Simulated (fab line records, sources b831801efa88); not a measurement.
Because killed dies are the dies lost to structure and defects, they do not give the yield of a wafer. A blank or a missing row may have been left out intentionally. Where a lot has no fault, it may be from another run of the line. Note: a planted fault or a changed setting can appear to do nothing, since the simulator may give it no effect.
What tool caused it? | flow gf180mcu | 72 wafers from 24 lots sampled at 5 of the route's 602 steps

== WHAT THE GAUGES READ, wafer by wafer ==
GF_V1_CD_MEAS_14 targets a cd of 260 nm.
lot  | measured     | on        | cd-nm (nm)
L074 | day 18 00:05 | cd-sem-02 | 262.4 261.1 260.1
L075 | day 18 11:28 | cd-sem-02 | 260.4 260.3 259.8
L076 | day 18 15:22 | cd-sem-01 | 260.6 260.5 261.6
L077 | day 18 19:34 | cd-sem-01 | 261.4 262.8 262.6
L078 | day 19 21:08 | cd-sem-01 | 259.5 259.8 260.1
L079 | day 19 21:23 | cd-sem-02 | 260.6 259.2 258.9
L080 | day 20 07:02 | cd-sem-02 | 259.0 259.7 259.7
L081 | day 20 18:44 | cd-sem-02 | 256.3 259.1 257.3
L082 | day 21 05:56 | cd-sem-01 | 259.7 261.2 260.0
L083 | day 21 11:56 | cd-sem-02 | 260.1 261.5 260.0
L084 | day 22 04:21 | cd-sem-02 | 261.7 260.1 261.7
L085 | day 22 14:52 | cd-sem-01 | 259.3 259.9 260.2
L086 | day 22 15:26 | cd-sem-01 | 259.7 260.8 259.6
L087 | day 22 22:41 | cd-sem-01 | 260.7 259.4 261.1
L088 | day 23 09:05 | cd-sem-02 | 259.4 260.0 258.9
L089 | day 23 19:41 | cd-sem-01 | 258.6 258.9 258.9
L090 | day 24 04:31 | cd-sem-02 | 259.1 258.8 258.0
L091 | day 24 09:08 | cd-sem-01 | 257.5 258.7 258.3
L092 | day 24 17:20 | cd-sem-01 | 259.9 260.2 260.1
L093 | day 24 21:54 | cd-sem-01 | 257.7 257.9 259.4
L094 | day 25 06:35 | cd-sem-02 | 258.6 258.7 259.2
L095 | day 25 11:35 | cd-sem-02 | 261.0 260.8 260.4
L096 | day 25 18:02 | cd-sem-02 | 262.1 262.9 260.7
L097 | day 26 02:08 | cd-sem-02 | 260.4 260.2 259.7

GF_V2_THK_MEAS_03.
lot  | measured     | on            | V2_CVD_02_THK (nm)
L074 | day 19 02:33 | film-metro-02 | 859 850 853
L075 | day 19 14:15 | film-metro-02 | 828 841 849
L076 | day 19 18:17 | film-metro-02 | 836 842 851
L077 | day 19 22:25 | film-metro-03 | 854 859 866
L078 | day 21 00:07 | film-metro-02 | 847 854 864
L079 | day 21 00:26 | film-metro-03 | 853 850 859
L080 | day 21 09:47 | film-metro-03 | 851 863 854
L081 | day 21 21:16 | film-metro-04 | 837 842 835
L082 | day 22 08:36 | film-metro-02 | 852 861 860
L083 | day 22 15:13 | film-metro-02 | 848 845 855
L084 | day 23 05:38 | film-metro-03 | 843 838 858
L085 | day 23 16:29 | film-metro-04 | 846 855 856
L086 | day 23 17:07 | film-metro-04 | 832 840 829
L087 | day 24 00:22 | film-metro-03 | 847 856 872
L088 | day 24 10:19 | film-metro-03 | 835 836 844
L089 | day 24 20:48 | film-metro-02 | 831 829 852
L090 | day 25 05:50 | film-metro-02 | 840 863 856
L091 | day 25 09:20 | film-metro-02 | 840 864 846
L092 | day 25 17:37 | film-metro-02 | 845 844 834
L093 | day 25 21:59 | film-metro-03 | 851 840 855
L094 | day 26 06:29 | film-metro-03 | 832 851 851
L095 | day 26 11:04 | film-metro-03 | 838 843 843
L096 | day 26 17:42 | film-metro-04 | 836 850 849
L097 | day 27 01:50 | film-metro-04 | 842 838 845

GF_M3_RS_MEAS_05: a four-point-probe measurement.
lot  | measured     | on            | M3_ALCU_RS (ohm/sq)
L074 | day 20 04:55 | film-metro-01 | 0.0703 0.0695 0.0702
L075 | day 20 16:33 | film-metro-02 | 0.0700 0.0699 0.0701
L076 | day 20 20:29 | film-metro-02 | 0.0707 0.0705 0.0704
L077 | day 21 00:33 | film-metro-01 | 0.0702 0.0707 0.0699
L078 | day 22 01:55 | film-metro-01 | 0.0696 0.0694 0.0689
L079 | day 22 02:30 | film-metro-01 | 0.0697 0.0693 0.0693
L080 | day 22 11:51 | film-metro-02 | 0.0703 0.0694 0.0705
L081 | day 22 23:12 | film-metro-02 | 0.0696 0.0690 0.0692
L082 | day 23 10:25 | film-metro-01 | 0.0703 0.0704 0.0701
L083 | day 23 16:07 | film-metro-02 | 0.0705 0.0699 0.0704
L084 | day 24 06:25 | film-metro-02 | 0.0693 0.0698 0.0699
L085 | day 24 16:50 | film-metro-01 | 0.0700 0.0697 0.0694
L086 | day 24 17:51 | film-metro-03 | 0.0685 0.0691 0.0694
L087 | day 25 00:44 | film-metro-02 | 0.0686 0.0696 0.0692
L088 | day 25 09:54 | film-metro-01 | 0.0696 0.0699 0.0693
L089 | day 25 19:52 | film-metro-03 | 0.0715 0.0708 0.0707
L090 | day 26 04:50 | film-metro-03 | 0.0699 0.0700 0.0705
L091 | day 26 08:44 | film-metro-03 | 0.0687 0.0689 0.0687
L092 | day 26 16:44 | film-metro-03 | 0.0691 0.0693 0.0694
L093 | day 26 20:35 | film-metro-03 | 0.0707 0.0699 0.0706
L094 | day 27 05:15 | film-metro-02 | 0.0694 0.0698 0.0705
L095 | day 27 10:11 | film-metro-03 | 0.0691 0.0694 0.0689
L096 | day 27 16:17 | film-metro-02 | 0.0711 0.0706 0.0710
L097 | day 28 00:08 | film-metro-03 | 0.0692 0.0696 0.0693

GF_V3_BOW_MEAS_05.
lot  | measured     | on            | V3_BOW (um)
L074 | day 21 07:11 | film-metro-02 | 113 115 114
L075 | day 21 18:19 | film-metro-01 | 107 117 102
L076 | day 21 21:56 | film-metro-02 | 121 121 107
L077 | day 22 01:59 | film-metro-02 | 117 102 117
L078 | day 23 02:43 | film-metro-01 | 123 123 128
L079 | day 23 02:59 | film-metro-02 | 107 109 104
L080 | day 23 12:54 | film-metro-01 | 128 122 126
L081 | day 23 23:20 | film-metro-01 | 120 125 129
L082 | day 24 10:32 | film-metro-04 | 107 114 119
L083 | day 24 16:17 | film-metro-02 | 112 119 105
L084 | day 25 06:30 | film-metro-04 | 117 118 102
L085 | day 25 16:14 | film-metro-02 | 132 124 121
L086 | day 25 17:24 | film-metro-04 | 119 120 117
L087 | day 25 23:28 | film-metro-01 | 119 115 118
L088 | day 26 08:12 | film-metro-01 | 109 110 115
L089 | day 26 17:43 | film-metro-02 | 119 119 116
L090 | day 27 02:31 | film-metro-01 | 118 110 112
L091 | day 27 06:40 | film-metro-02 | 118 104 114
L092 | day 27 14:02 | film-metro-01 | 112 117 109
L093 | day 27 18:10 | film-metro-02 | 110 118 124
L094 | day 28 01:48 | film-metro-04 | 133 115 107
L095 | day 28 07:24 | film-metro-02 | 109 108 108
L096 | day 28 13:43 | film-metro-01 | 120 125 124
L097 | day 28 20:16 | film-metro-01 | 107 123 115

== EACH LOT AND THE TOOL THAT RAN IT (in order: tool; ch and the chambers of the sampled wafers; start) ==
lot  | GF_V2_CMP_04
L074 | cmp-02 ch 1,2,3, day 19 02:41
L075 | cmp-01 ch 2,3, day 19 14:18
L076 | cmp-01 ch 1,2, day 19 18:23
L077 | cmp-02 ch 0,2,3, day 19 22:34
L078 | cmp-02 ch 0,1,3, day 21 00:13
L079 | cmp-01 ch 1,2,3, day 21 00:32
L080 | cmp-02 ch 0,1,2, day 21 09:59
L081 | cmp-02 ch 1,3, day 21 21:19
L082 | cmp-01 ch 2,3, day 22 08:43
L083 | cmp-01 ch 0,1,2, day 22 15:22
L084 | cmp-02 ch 0,1,2, day 23 05:44
L085 | cmp-02 ch 1,2,3, day 23 16:38
L086 | cmp-01 ch 0,1,2, day 23 17:11
L087 | cmp-02 ch 0,2,3, day 24 00:30
L088 | cmp-01 ch 0,2, day 24 10:32
L089 | cmp-02 ch 2,3, day 24 21:08
L090 | cmp-01 ch 0,1,3, day 25 06:00
L091 | cmp-02 ch 0,1,3, day 25 09:29
L092 | cmp-02 ch 0,2,3, day 25 17:40
L093 | cmp-02 ch 0,1,2, day 25 22:02
L094 | cmp-02 ch 0,1,2, day 26 06:35
L095 | cmp-01 ch 0,1, day 26 11:07
L096 | cmp-02 ch 0,3, day 26 17:46
L097 | cmp-01 ch 0,1,3, day 27 01:58
- GF_V2_CMP_04: polishes SiO2.

== WHAT THE TOOLS THEMSELVES READ (means of the sampled wafers that have a number; where no wafer has one, the mark that the record gives instead) ==
GF_V2_CMP_04.
lot  | tool   | motor-current-A (A) | time-to-endpoint-s (s)
L074 | cmp-02 | 13.0                | 82
L075 | cmp-01 | 11.1                | 77
L076 | cmp-01 | 11.1                | 82
L077 | cmp-02 | 12.5                | 85
L078 | cmp-02 | 13.6                | 79
L079 | cmp-01 | 11.2                | 84
L080 | cmp-02 | 12.2                | 82
L081 | cmp-02 | 13.4                | 78
L082 | cmp-01 | 10.7                | 85
L083 | cmp-01 | 10.9                | 86
L084 | cmp-02 | 12.6                | 76
L085 | cmp-02 | 12.9                | 79
L086 | cmp-01 | 11.1                | 76
L087 | cmp-02 | 12.4                | 83
L088 | cmp-01 | 11.0                | 77
L089 | cmp-02 | 12.9                | 77
L090 | cmp-01 | 11.0                | 84
L091 | cmp-02 | 13.0                | 80
L092 | cmp-02 | 12.6                | 75
L093 | cmp-02 | 12.3                | 80
L094 | cmp-02 | 12.6                | 77
L095 | cmp-01 | 10.7                | 76
L096 | cmp-02 | 12.6                | 75
L097 | cmp-01 | 11.4                | 79

== THE ANSWER, worked out from the rows above alone ==
Rule: the lots themselves supply what counts as usual. The widest of any qualifying gaps counts: lots, ordered by their means at a reading, are off when they make up no more than a third of the lots, leave a main group of 4 or more, and stand apart from it by 3 or more times the standard deviation of that group's means. A main group whose means are all the same, to the digits that the tables above print for the reading, isn't used. A lot without any number at a reading at which 4 lots or more have one is off too. Where the step has rows for the other lots, those lots are counted as sound. Order of review: gauges by route order, followed by the tools' own readings, for which a lot's mean as printed above is used. At the first step where some lot is off, the reading lying furthest off is the one used; lots without a number count as furthest.
No lot is off on any of the readings shown, so nothing can be concluded from this.

== WHAT THE SIMULATOR HAD INSERTED ==
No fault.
